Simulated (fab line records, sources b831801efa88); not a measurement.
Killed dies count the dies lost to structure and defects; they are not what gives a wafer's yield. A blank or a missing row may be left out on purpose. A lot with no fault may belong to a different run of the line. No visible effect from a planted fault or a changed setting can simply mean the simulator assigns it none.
A single fault, viewed from 2 desks / flow sky130 / what lay behind the numbers comes last; until then each desk has only its own

THE METROLOGY DESK
Means of the sampled wafers that have a number, per lot and without regard to the tool the lot ran on: this is what the gauges read. Any lot whose mean is over 4 standard deviations away from the usual mean is out of limits and marked OUT; that distance is given in the brackets.
Columns: A = SONOS_ONO_CVD_02_THK at SKY_SONOS_ONO_THK_MEAS_03, usual 10.53 nm; B = GATE_OXIDE_TW at SKY_GATE_OXIDE_TW_MEAS_14, usual 223.2; C = POLY_GATE_OVL at SKY_POLY_GATE_OVL_MEAS_14, usual -3 nm
lot=L543; first seen here=day 11 15:38; A=10.65; B=223.0; C=0
lot=L544; first seen here=day 12 01:21; A=10.39; B=221.5; C=-2
lot=L547; first seen here=day 12 18:43; A=10.38; B=222.4; C=-5
lot=L548; first seen here=day 13 05:25; A=10.63; B=225.5; C=8
lot=L549; first seen here=day 13 15:26; A=10.56; B=220.2; C=-6
lot=L550; first seen here=day 13 21:32; A=10.91; B=225.6; C=-1
lot=L551; first seen here=day 14 01:00; A=10.45; B=220.3; C=-1
lot=L553; first seen here=day 15 00:47; A=10.37; B=225.2; C=1
lot=L555; first seen here=day 15 10:52; A=10.28; B=223.0; C=-13
lot=L556; first seen here=day 15 20:01; A=10.57; B=223.4; C=-6
lot=L559; first seen here=day 17 04:53; A=10.62; B=221.3; C=-7
lot=L560; first seen here=day 17 07:43; A=10.58; B=225.6; C=-6
lot=L561; first seen here=day 17 21:56; A=10.48; B=223.2; C=0
lot=L562; first seen here=day 18 04:25; A=10.68; B=225.8; C=2
Result from this desk: across the 14 lots, nothing is out of limits.

TOOL OWNER'S DESK, litho-track-02
The tool's own readings at SKY_RES_PROTECT_SOFTBAKE_03 (time 60 s): means of the sampled wafers that have a number, for each lot that ran on this tool. Any lot whose mean is over 4 standard deviations away from the usual mean is out of limits and marked OUT; that distance is given in the brackets.
Columns: A = heater-power-total-W at SKY_RES_PROTECT_SOFTBAKE_03, usual 56.59 W; B = plate-temp-C at SKY_RES_PROTECT_SOFTBAKE_03, usual 90.00 C
lot=L548; first seen here=day 16 08:26; A=56.61; B=89.87
lot=L551; first seen here=day 17 08:17; A=56.59; B=89.71
lot=L553; first seen here=day 18 07:04; A=56.58; B=90.02
lot=L555; first seen here=day 18 20:32; A=56.61; B=89.94
lot=L556; first seen here=day 19 06:47; A=56.57; B=90.12
lot=L559; first seen here=day 20 17:25; A=55.90 (-14) OUT; B=89.28 (-5.1) OUT
lot=L562; first seen here=day 21 18:07; A=55.88 (-15) OUT; B=89.24 (-5.5) OUT
This desk's verdict: out of limits on L559, L562, starting with L559 at day 20 17:25 (heater-power-total-W at SKY_RES_PROTECT_SOFTBAKE_03). L548, L551, L553, L555, L556 stayed within limits.

BROUGHT TOGETHER
The tool owner's desk had the chance to raise an alarm at day 20 17:25 on L559, L562.
Nothing out of limits was seen by the metrology desk.
The metrology desk holds a record of L559, L562, inside its limits.
The lots listed all ran SKY_RES_PROTECT_SOFTBAKE_03 on litho-track-02.

WHAT THE SIMULATOR HAD INSERTED
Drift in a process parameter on litho-track-02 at SKY_RES_PROTECT_SOFTBAKE_03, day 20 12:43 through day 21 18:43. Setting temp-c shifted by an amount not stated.
Struck lots among those shown: L559, L562.
Hours from the fault's start to each desk's first reading out of limits: the tool owner's desk, 5.
